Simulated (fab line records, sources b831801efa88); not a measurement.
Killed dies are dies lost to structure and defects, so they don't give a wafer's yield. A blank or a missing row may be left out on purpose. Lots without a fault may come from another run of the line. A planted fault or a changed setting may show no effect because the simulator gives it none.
fab line records | flow gf180mcu
record lots=12 wafers=36 last_day=34
route steps=602 shown V3@433 V4@476
lots that met no fault: from a run of the same line without faults
start_h: hours from the record's first day to the start of the lot's first wafer shown | wait_h: hours since the lot's step before | " the same as in the row above | L1.1+2: a row that stands for several wafers | - no value, or no start given | * or withheld: withheld | < > ~ a bound
route shown NAME@n: a module of which the file shows steps, and the number in the route of the first | usual: mean/standard deviation of fault-free wafers | same: alike in all rows | chamber/n: place in a boat | sites: the reading at each site | _std_site: their standard deviation | _edge_site: outer sites' mean less inner sites' | radius_mm: how far each site lies from the wafer's centre | mask NAME#n: copy n | behind: the tool/chamber that last shaped the wafer | hold: why the lot was held/for how many hours/how that ended | device: the transistor (n, p or np) that didn't switch | end of line: the same wafers' tests at the end of the route | a step without rows: its recipe alone | killed: dies lost to structure and defects at the first sort, not the wafer's yield | map: a wafer's dies, x killed, . not, _ none there
set.NAME: the setting as run; set.NAME@STEP: as run at that earlier step | model.NAME: the simulator's own value behind a step, which no gauge read
steps of the route over a sample of lots; a table a step, a row a wafer
services: from which hour (start_h, from the record's first day; less than 0 if before it) a tool's chamber was out of use, for how many hours, and why
## steps
# step GF_V3_CMP_04
# recipe material=SiO2 down_force_psi=4 platen_rpm=60 pad_velocity_m_s=0.94248
# usual motor_current_A=12.7/1.7 retaining_ring_pressure_frac=0.999/0.0047 time_to_endpoint_s=81/6
# columns lot.wafer tool chamber start_h wait_h motor_current_A retaining_ring_pressure_frac time_to_endpoint_s
L353.1 cmp-01 1 485.73 0.1 11.9 1.002 84
L353.4 " 0 " " 14.0 1.003 85
L353.6 " 1 " " 11.2 0.993 93
L354.1 cmp-01 3 497.21 0.2 15.8 0.994 79
L354.5 " 0 " " 14.3 1.005 87
L354.6 " 1 " " 11.2 0.998 83
L355.4 cmp-01 3 506.34 0.0 14.8 0.995 83
L355.1 " 0 " " 13.9 0.991 73
L355.5 " 3 " " 15.0 1.000 77
L356.4 cmp-02 1 514.80 0.0 11.3 1.002 84
L356.3 " 3 " " 9.9 0.992 74
L356.1 " 0 " " 12.2 1.005 82
L361.4 cmp-02 2 559.45 0.1 12.0 1.007 92
L361.5 " 0 " " 11.8 0.996 85
L361.6 " 1 " " 11.3 1.002 96
L363.3 cmp-01 3 577.09 0.1 15.4 0.999 79
L363.4 " 0 " " 14.0 0.997 83
L363.6 " 3 " " 16.2 1.001 87
L365.3 cmp-01 2 593.52 0.2 11.4 1.003 75
L365.1 " 3 " " 15.6 1.006 76
L365.4 " 1 " " 11.8 0.996 79
L366.1 cmp-01 3 601.22 0.1 15.2 1.004 79
L366.3 " 0 " " 14.3 0.993 71
L366.4 " 1 " " 11.8 1.006 91
L372.1 cmp-02 2 644.40 0.1 12.3 0.998 79
L372.2 " 3 " " 10.0 0.995 75
L372.4 " 1 " " 11.3 1.000 82
L373.4 cmp-01 3 652.50 0.1 15.5 1.003 91
L373.3 " 0 " " 13.9 1.001 84
L373.2 " 1 " " 11.3 0.993 83
L374.1 cmp-01 3 654.00 0.1 14.3 0.990 75
L374.3 " 2 " " 11.2 0.993 78
L374.6 " 0 " " 14.1 0.997 85
L376.2 cmp-02 1 671.03 0.1 11.2 1.005 70
L376.1 " 3 " " 10.0 0.993 79
L376.5 " 1 " " 11.6 0.998 73
# step GF_V3_BOW_MEAS_05
# recipe mode=bow
# usual V3_BOW=114/7.9
# columns lot.wafer tool chamber start_h wait_h V3_BOW[um]
L353.1 film_metro-02 - 486.03 0.2 126
L353.4 " - " " 108
L353.6 " - " " 127
L354.1 film_metro-02 - 497.37 0.1 126
L354.5 " - " " 132
L354.6 " - " " 133
L355.1 film_metro-01 - 506.64 0.2 124
L355.4 " - " " 105
L355.5 " - " " 116
L356.1 film_metro-03 - 515.10 0.1 116
L356.3 " - " " 115
L356.4 " - " " 124
L361.4 film_metro-02 - 559.71 0.2 113
L361.5 " - " " 118
L361.6 " - " " 103
L363.3 film_metro-02 - 577.38 0.2 110
L363.4 " - " " 110
L363.6 " - " " 110
L365.1 film_metro-03 - 593.82 0.2 113
L365.3 " - " " 113
L365.4 " - " " 114
L366.1 film_metro-01 - 601.47 0.2 107
L366.3 " - " " 112
L366.4 " - " " 104
L372.1 film_metro-03 - 644.70 0.2 109
L372.2 " - " " 106
L372.4 " - " " 123
L373.2 film_metro-02 - 652.77 0.1 110
L373.3 " - " " 113
L373.4 " - " " 112
L374.1 film_metro-02 - 654.30 0.2 125
L374.3 " - " " 115
L374.6 " - " " 117
L376.1 film_metro-01 - 671.28 0.1 121
L376.2 " - " " 127
L376.5 " - " " 132
# step GF_V3_SPUTTER_21
# recipe material=Ti target_thk_nm=15 chamber_pressure_pa=5 power_w=2500 substrate_temp_c=200 time_s=80.02
# usual chamber_pressure_pa=5.000/0.0095 throttle_valve_pct=30.4/0.75
# columns lot.wafer tool chamber start_h wait_h chamber_pressure_pa throttle_valve_pct
L353.1 pvd_sputter-03 - 510.35 0.0 4.994 30.0
L353.4 " - " " 5.014 30.3
L353.6 " - " " 5.005 29.9
L354.1 pvd_sputter-02 - 521.37 0.0 5.011 30.2
L354.5 " - " " 5.008 29.0
L354.6 " - " " 4.993 30.9
L355.1 pvd_sputter-01 - 530.39 0.0 4.991 31.2
L355.4 " - " " 4.998 30.2
L355.5 " - " " 4.990 31.2
L356.1 pvd_sputter-02 - 539.34 0.0 4.981 30.1
L356.3 " - " " 5.018 29.1
L356.4 " - " " 4.991 30.7
L361.4 pvd_sputter-02 - 581.83 0.0 4.994 30.7
L361.5 " - " " 4.995 31.4
L361.6 " - " " 4.986 29.5
L363.3 pvd_sputter-02 - 598.65 0.0 5.001 30.8
L363.4 " - " " 5.002 31.4
L363.6 " - " " 4.988 30.5
L365.1 pvd_sputter-02 - 615.67 0.0 4.994 30.4
L365.3 " - " " 5.014 30.4
L365.4 " - " " 4.989 31.6
L366.1 pvd_sputter-01 - 623.56 0.0 5.012 31.1
L366.3 " - " " 5.005 30.7
L366.4 " - " " 5.003 30.0
L372.1 pvd_sputter-01 - 664.49 0.0 5.015 29.9
L372.2 " - " " 4.994 31.0
L372.4 " - " " 5.016 30.8
L373.2 pvd_sputter-02 - 673.37 0.0 5.005 29.3
L373.3 " - " " 4.995 30.5
L373.4 " - " " 5.004 31.4
L374.1 pvd_sputter-01 - 673.70 0.0 5.009 30.1
L374.3 " - " " 5.001 31.1
L374.6 " - " " 5.006 29.9
L376.1 pvd_sputter-02 - 691.29 0.0 4.992 31.5
L376.2 " - " " 5.003 29.6
L376.5 " - " " 4.989 31.2
# step GF_V4_CVD_00
# recipe material=SiO2 target_thk_nm=600 sigma_open_frac=0.3 temp_c=400 time_s=100 sih4_flow_sccm=60 pressure_mtorr=6
# usual sih4_flow_sccm=60.02/0.17
# columns lot.wafer tool chamber start_h wait_h sih4_flow_sccm
L353.1 hdpcvd-01 1 534.20 0.0 60.15
L353.4 " 1 " " 60.10
L353.6 " 2 " " 60.01
L354.1 hdpcvd-02 1 545.48 0.0 59.97
L354.5 " 2 " " 59.90
L354.6 " 0 " " 60.25
L355.1 hdpcvd-01 2 554.76 0.0 60.11
L355.4 " 1 " " 60.32
L355.5 " 0 " " 60.20
L356.1 hdpcvd-02 2 562.95 0.0 60.13
L356.3 " 0 " " 59.64
L356.4 " 1 " " 60.07
L361.4 hdpcvd-02 1 604.50 0.0 60.19
L361.5 " 0 " " 60.48
L361.6 " 2 " " 59.66
L363.3 hdpcvd-02 1 620.58 0.0 60.25
L363.4 " 1 " " 59.98
L363.6 " 0 " " 60.10
L365.1 hdpcvd-01 2 638.35 0.0 59.97
L365.3 " 1 " " 60.06
L365.4 " 2 " " 59.90
L366.1 hdpcvd-02 1 645.87 0.0 59.81
L366.3 " 2 " " 60.18
L366.4 " 0 " " 60.00
L372.1 hdpcvd-02 1 683.89 0.0 60.20
L372.2 " 0 " " 51.15
L372.4 " 1 " " 59.74
L373.2 hdpcvd-02 0 693.49 0.0 51.08
L373.3 " 1 " " 60.04
L373.4 " 0 " " 51.11
L374.1 hdpcvd-02 1 694.54 0.0 59.61
L374.3 " 2 " " 59.79
L374.6 " 0 " " 51.06
L376.1 hdpcvd-01 0 711.55 0.0 59.89
L376.2 " 1 " " 59.88
L376.5 " 1 " " 59.92
# step GF_V4_THK_MEAS_01
# recipe reads=SiO2_of_V4_CVD_00
# usual V4_CVD_00_THK=599/6
# columns lot.wafer tool chamber start_h wait_h V4_CVD_00_THK[nm]
L353.1 film_metro-04 - 534.28 0.0 589
L353.4 " - " " 595
L353.6 " - " " 593
L354.1 film_metro-04 - 545.55 0.0 599
L354.5 " - " " 599
L354.6 " - " " 602
L355.1 film_metro-03 - 554.83 0.0 600
L355.4 " - " " 598
L355.5 " - " " 606
L356.1 film_metro-04 - 563.02 0.0 601
L356.3 " - " " 603
L356.4 " - " " 599
L361.4 film_metro-01 - 604.57 0.0 598
L361.5 " - " " 610
L361.6 " - " " 595
L363.3 film_metro-03 - 620.68 0.1 602
L363.4 " - " " 604
L363.6 " - " " 604
L365.1 film_metro-03 - 638.43 0.0 611
L365.3 " - " " 601
L365.4 " - " " 608
L366.1 film_metro-04 - 645.94 0.0 590
L366.3 " - " " 594
L366.4 " - " " 601
L372.1 film_metro-01 - 683.96 0.0 596
L372.2 " - " " 511
L372.4 " - " " 596
L373.2 film_metro-03 - 693.57 0.0 514
L373.3 " - " " 590
L373.4 " - " " 518
L374.1 film_metro-01 - 694.61 0.0 590
L374.3 " - " " 591
L374.6 " - " " 512
L376.1 film_metro-03 - 711.63 0.0 604
L376.2 " - " " 612
L376.5 " - " " 609
## services
# columns tool chamber start_h hours kind
hdpcvd-01 - 463.15 2.8 pm
cmp-02 - 464.26 1.7 repair
cmp-01 - 465.98 5.2 pm
cmp-02 - 477.84 2.4 repair
hdpcvd-02 - 482.81 3.4 repair
cmp-02 - 485.09 5.7 repair
hdpcvd-02 0 486.40 4.9 repair
hdpcvd-01 - 494.05 1.4 repair
hdpcvd-02 2 497.97 8.6 repair
hdpcvd-02 1 517.85 2.3 repair
cmp-01 - 525.76 1.0 repair
hdpcvd-01 - 539.25 15.0 pm
cmp-01 - 552.41 8.6 pm
hdpcvd-01 1 561.03 4.9 repair
cmp-02 - 572.19 4.0 pm
pvd_sputter-03 - 573.68 3.8 repair
pvd_sputter-03 - 574.17 4.4 repair
cmp-02 - 591.87 6.7 pm
pvd_sputter-01 - 593.74 5.9 repair
pvd_sputter-01 - 618.58 2.3 repair
cmp-01 - 646.56 0.2 repair
hdpcvd-02 2 659.39 4.6 repair
cmp-01 - 703.43 7.6 repair
cmp-01 - 707.65 1.5 repair
## key
first_sign step=GF_V4_CVD_00 reading=sih4_flow_sccm direction=down sigmas=52 usual=60.02 struck=51.10
effect step=GF_V4_THK_MEAS_01 reading=V4_CVD_00_THK direction=down sigmas=14 usual=599 struck=514
met_at GF_V4_CVD_00
struck_lots L372,L373,L374
struck_wafers L372.2,L373.2,L373.4,L374.6
not_acting_at GF_V3_CMP_04,GF_V3_BOW_MEAS_05,GF_V3_SPUTTER_21
onset_between 645.87 683.89
fault kind=process_parameter_drift tool=hdpcvd-02 chamber=0 onset_h=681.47 steps=GF_V4_CVD_00 channel=sih4_flow_sccm offset=-9 shape=step end_h=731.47 acts_in=these_recipes_only stated=60
